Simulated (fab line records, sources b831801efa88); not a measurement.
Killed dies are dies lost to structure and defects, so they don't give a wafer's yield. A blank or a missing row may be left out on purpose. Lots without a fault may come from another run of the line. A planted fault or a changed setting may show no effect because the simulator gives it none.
Which tool did it? | flow gf180mcu | 13 lots, 39 wafers sampled, at 7 steps of a route of 602

WHAT THE GAUGES READ, wafer by wafer
GF_VT_IMPLANT_OVL_MEAS_18.
lot  | measured     | on         | VT_IMPLANT_01_OVL (nm)
L279 | day 6 14:59  | overlay-02 | 2.3 0.6 3.2
L280 | day 6 20:12  | overlay-02 | 1.0 0.2 -0.1
L282 | day 7 13:19  | overlay-02 | -0.3 -2.7 -1.0
L287 | day 9 00:50  | overlay-02 | - - -
L288 | day 9 03:11  | overlay-02 | - - -
L291 | day 9 16:44  | overlay-01 | 1.5 1.0 0.6
L293 | day 10 07:46 | overlay-01 | 1.3 0.4 0.9
L294 | day 10 13:55 | overlay-02 | -1.6 0.1 0.7
L296 | day 11 02:19 | overlay-01 | -3.4 -1.2 -1.0
L297 | day 11 09:14 | overlay-01 | 0.7 0.1 0.9
L298 | day 11 13:46 | overlay-02 | -0.2 -0.6 0.5
L299 | day 11 18:08 | overlay-02 | 0.0 0.6 1.4
L301 | day 12 08:35 | overlay-02 | 1.3 -0.1 -0.4

GF_VT_IMPLANT_TW_MEAS_32.
lot  | measured     | on            | VT_IMPLANT_3_TW
L279 | day 7 07:22  | film_metro-01 | 270.2 268.8 269.6
L280 | day 7 12:05  | film_metro-01 | 271.5 269.4 270.1
L282 | day 8 05:25  | film_metro-01 | 268.0 269.7 270.0
L287 | day 9 18:28  | film_metro-02 | 1228.6 1229.5 1228.1
L288 | day 9 21:42  | film_metro-02 | 1222.3 1223.6 1223.6
L291 | day 10 10:40 | film_metro-04 | 266.6 266.5 267.6
L293 | day 11 02:20 | film_metro-01 | 268.4 270.1 270.6
L294 | day 11 08:37 | film_metro-04 | 269.1 268.7 269.2
L296 | day 11 22:01 | film_metro-01 | 268.6 268.9 269.5
L297 | day 12 04:57 | film_metro-04 | 270.0 269.1 270.0
L298 | day 12 09:46 | film_metro-01 | 270.4 269.9 269.4
L299 | day 12 14:14 | film_metro-02 | 271.3 271.2 272.6
L301 | day 13 05:10 | film_metro-01 | 269.9 269.7 270.4

GF_VT_IMPLANT_OVL_MEAS_40.
lot  | measured     | on         | VT_IMPLANT_03_OVL (nm)
L279 | day 7 23:44  | overlay-01 | -0.5 0.2 -0.3
L280 | day 8 04:50  | overlay-02 | -0.2 1.0 -0.3
L282 | day 8 21:38  | overlay-01 | 1.6 1.1 1.7
L287 | day 10 11:52 | overlay-02 | 1.6 1.1 1.4
L288 | day 10 15:11 | overlay-01 | 2.5 1.9 1.1
L291 | day 11 04:43 | overlay-01 | 1.5 0.7 1.1
L293 | day 11 21:10 | overlay-01 | 2.1 1.8 1.1
L294 | day 12 02:50 | overlay-02 | 2.6 1.8 -0.2
L296 | day 12 17:56 | overlay-02 | -1.0 0.3 -0.4
L297 | day 13 00:38 | overlay-01 | 0.6 1.3 0.7
L298 | day 13 05:31 | overlay-01 | 1.5 0.6 1.2
L299 | day 13 10:02 | overlay-01 | 0.7 2.4 0.5
L301 | day 14 02:05 | overlay-01 | 2.0 2.7 4.0

GF_VT_IMPLANT_TW_MEAS_43.
lot  | measured     | on            | VT_IMPLANT_4_TW
L279 | day 8 00:01  | film_metro-01 | 689 694 692
L280 | day 8 05:08  | film_metro-02 | 698 697 699
L282 | day 8 21:55  | film_metro-02 | 696 697 694
L287 | day 10 12:10 | film_metro-04 | 1267 1276 1266
L288 | day 10 15:29 | film_metro-01 | 1272 1272 1270
L291 | day 11 05:01 | film_metro-04 | 694 691 685
L293 | day 11 21:28 | film_metro-04 | 687 689 687
L294 | day 12 03:07 | film_metro-02 | 698 698 697
L296 | day 12 18:13 | film_metro-01 | 693 691 688
L297 | day 13 00:56 | film_metro-02 | 702 702 705
L298 | day 13 05:48 | film_metro-01 | 695 693 696
L299 | day 13 10:20 | film_metro-01 | 691 691 694
L301 | day 14 02:23 | film_metro-02 | 695 694 697

GF_HV_LDD_THK_MEAS_55.
lot  | measured     | on            | HV_LDD_CVD_54_THK (nm)
L279 | day 12 22:28 | film_metro-03 | 9.96 10.01 9.96
L280 | day 13 03:31 | film_metro-01 | 10.21 10.08 10.24
L282 | day 14 00:18 | film_metro-01 | 9.64 9.73 9.72
L291 | day 16 18:16 | film_metro-01 | 10.16 10.00 10.15
L293 | day 17 15:13 | film_metro-04 | 9.81 9.79 9.99
L294 | day 18 01:35 | film_metro-01 | 9.99 9.99 10.00
L296 | day 18 15:09 | film_metro-04 | 10.21 10.11 10.02
L297 | day 19 03:59 | film_metro-04 | 10.04 9.92 10.04
L298 | day 19 08:25 | film_metro-01 | 9.84 9.82 9.86
L299 | day 19 13:32 | film_metro-04 | 9.91 9.96 9.99
L301 | day 20 08:18 | film_metro-01 | 9.55 9.60 9.69

GF_HV_LDD_THK_MEAS_57.
lot  | measured     | on            | HV_LDD_CVD_56_THK (nm)
L279 | day 12 23:57 | film_metro-03 | 90.0 90.9 89.7
L280 | day 13 05:01 | film_metro-01 | 90.7 90.0 90.0
L282 | day 14 01:47 | film_metro-04 | 89.9 89.9 89.9
L291 | day 16 19:45 | film_metro-03 | 91.3 90.4 90.7
L293 | day 17 16:43 | film_metro-03 | 90.8 90.0 90.7
L294 | day 18 03:05 | film_metro-01 | 89.2 88.8 89.1
L296 | day 18 16:59 | film_metro-04 | 90.6 90.7 90.5
L297 | day 19 05:29 | film_metro-01 | 89.6 89.9 90.9
L298 | day 19 09:54 | film_metro-04 | 91.9 92.0 92.9
L299 | day 19 15:01 | film_metro-04 | 89.1 89.2 89.3
L301 | day 20 09:47 | film_metro-03 | 89.5 89.4 89.1

WHICH TOOL RAN EACH LOT (tool, then ch and the chambers of the sampled wafers, then the start)
lot  | GF_VT_IMPLANT_COAT_13
L279 | litho_track-03 ch 0, day 6 07:13
L280 | litho_track-03 ch 0, day 6 12:01
L282 | litho_track-01 ch 0, day 7 05:25
L287 | litho_track-04, day 8 16:29
L288 | litho_track-03, day 8 18:19
L291 | litho_track-04 ch 0, day 9 07:50
L293 | litho_track-01 ch 0, day 9 22:25
L294 | litho_track-03 ch 0, day 10 04:35
L296 | litho_track-01 ch 0, day 10 17:10
L297 | litho_track-04 ch 0, day 10 23:41
L298 | litho_track-01 ch 0, day 11 04:07
L299 | litho_track-04 ch 0, day 11 09:02
L301 | litho_track-04 ch 0, day 11 22:35
- GF_VT_IMPLANT_COAT_13: resist thk 1000 nm.

WHAT THE TOOLS THEMSELVES READ (means of the sampled wafers that have a number; where no wafer has one, the mark that the record gives instead)
GF_VT_IMPLANT_COAT_13.
lot  | tool           | chill_plate_temp_C (C) | dispense_pressure_kPa (kPa)
L279 | litho_track-03 | 23.02                  | 58
L280 | litho_track-03 | 22.97                  | 58
L282 | litho_track-01 | 22.91                  | 51
L287 | litho_track-04 | -                      | -
L288 | litho_track-03 | -                      | -
L291 | litho_track-04 | 23.00                  | 47
L293 | litho_track-01 | 22.86                  | 51
L294 | litho_track-03 | 23.17                  | 58
L296 | litho_track-01 | 22.83                  | 51
L297 | litho_track-04 | 22.81                  | 47
L298 | litho_track-01 | 22.98                  | 51
L299 | litho_track-04 | 23.02                  | 47
L301 | litho_track-04 | 22.92                  | 47

THE ANSWER, worked out from the rows above alone
Rule: what is usual is taken from the lots themselves. Put in order of their means at a reading, lots are off if they are a third of the lots or fewer, leave a main group of 4 or more, and stand apart from it by a gap of 3 or more times the standard deviation of the main group's means; of several such gaps the widest counts. A main group whose means are all the same, to the digits that the tables above print for the reading, isn't used. A lot without any number at a reading at which 4 lots or more have one is off too. The other lots that the step has rows for count as sound. The gauges are gone through in route order, then the tools' own readings, and for those a lot's mean is taken as printed above. The first step at which some lot is off is used, and at that step the reading that is off furthest; a lot without a number counts as furthest.
Off: L287, L288, at GF_VT_IMPLANT_OVL_MEAS_18 (VT_IMPLANT_01_OVL). Without a number there: L287, L288. The main group: mean 0.2 nm, standard deviation 1.
A tool fits if, at a process step before that reading, it ran every lot that is off, and no sound lot after the first of them. The gauges at GF_VT_IMPLANT_OVL_MEAS_18 aren't tried: what is off there is off at GF_VT_IMPLANT_TW_MEAS_32 too, on other tools, and a gauge's error can't cause that. None of those tried fits.

WHAT THE SIMULATOR HAD PUT IN
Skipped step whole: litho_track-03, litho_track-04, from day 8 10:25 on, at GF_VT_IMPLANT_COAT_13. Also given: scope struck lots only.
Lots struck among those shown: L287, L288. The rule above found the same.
